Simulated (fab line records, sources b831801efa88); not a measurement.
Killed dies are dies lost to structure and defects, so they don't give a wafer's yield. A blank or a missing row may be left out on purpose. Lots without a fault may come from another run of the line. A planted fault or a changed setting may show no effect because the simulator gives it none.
Problem report in the 8D (eight disciplines) form, filled by code | flow sky130 | the parts of the form that need people (team, actions taken, sign-off) are left out

1. THE PROBLEM
VIA3_HDPCVD_THK at SKY_VIA3_THK_MEAS_01 reads a mean of 1264 nm on 6 wafers of 2 lots; wafers without a fault read 1638 nm with a standard deviation of 21. That is -18 standard deviations from the usual mean.
First seen on wafer L585.1, day 42 19:05, on film_metro-01. The record holds 33 wafers of 11 lots with a number at this step. Rule for "out", or "out of limits": more than 4 standard deviations from the usual mean. The other wafers with a number count as sound.

2. WHAT IT IS AND WHAT IT IS NOT
question                    | is                     | is not
which readings at this step | VIA3_HDPCVD_THK        | -
which lots                  | L585, L586             | L571, L572, L573, L574, L575, L576, L590, L591, L592
which wafers of those lots  | all that have a number | -
read on which gauges        | film_metro-01          | film_metro-03, film_metro-04
when                        | from day 42 19:05      | up to then (18 sound wafers); but 9 sound wafers of L590, L591, L592 came after

3. SUSPECTS, AND WHAT RULES EACH OUT
Counting: a tool at a process step up to the reading stays a suspect if it ran every lot that is out and no sound lot after the first of them.
- the gauge at SKY_VIA3_THK_MEAS_01: ruled out. All the wafers that are out were read on film_metro-01, but those of them that SKY_VIA3_HDPCVD_00 has rows for are out there too, on other tools.
- rie_metal-01 at SKY_METAL3_ETCH_16 (etches BARC in N2/H2, stops on SiO2, time 88.2 s, target depth 60 nm): ruled out as a lasting fault. Sound lots L591 ran on it after its first lot that is out, L585 (day 42 17:55).
- hdpcvd-02 at SKY_VIA3_HDPCVD_00 (deposits SiO2, target thk 1635 nm, time 272.5 s): kept. It ran every lot that is out, first L585 (day 42 18:55), and no sound lot after that; its last sound lot up to then is L575 (day 39 20:12). Its own readings are out on those wafers: run_length_s.
Left after counting: hdpcvd-02 at SKY_VIA3_HDPCVD_00.

4. THE CAUSE (what the simulator had put in)
Process parameter drift: hdpcvd-02, from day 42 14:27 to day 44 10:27, at SKY_VIA3_HDPCVD_00. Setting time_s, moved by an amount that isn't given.
Counting left only this tool.

5. THE CHAIN OF EFFECTS, in route order
Each row: a reading whose mean over the struck wafers that have a number lies more than 3 standard deviations from the usual. Only readings for which the record gives a usual standard deviation are gone through. hours: the time from each lot's start at the first step in this table that gives one to its start at this step, as a median over the lots. sigmas: the change in usual standard deviations.
hours | step                 | reading         | usual   | on struck wafers | change | sigmas
0     | SKY_VIA3_HDPCVD_00   | run_length_s    | 300.5 s | 238.4            | -62.1  | -99 or more
0     | SKY_VIA3_THK_MEAS_01 | VIA3_HDPCVD_THK | 1638 nm | 1264             | -374   | -18
The process steps in it:
- SKY_VIA3_HDPCVD_00: deposits SiO2, target thk 1635 nm, time 272.5 s.
Later measuring or inspecting steps at which every struck wafer that the step has a row for has a number for every such reading, and none has moved that far: SKY_VIA3_OVL_MEAS_13.

6. WHAT WOULD HAVE CAUGHT IT SOONER
In this record the first reading out of limits at a measuring or inspecting step was taken at day 42 19:05, 5 hours after the fault began at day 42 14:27.
The tool's own readings at SKY_VIA3_HDPCVD_00 were out on every struck wafer that the step has a row for (run_length_s): an alarm limit on them would have fired on the first of those.
Of the lots that are out (2), L586 began SKY_VIA3_HDPCVD_00 on hdpcvd-02 after day 42 19:05. A hold on the tool at that time would have spared it.
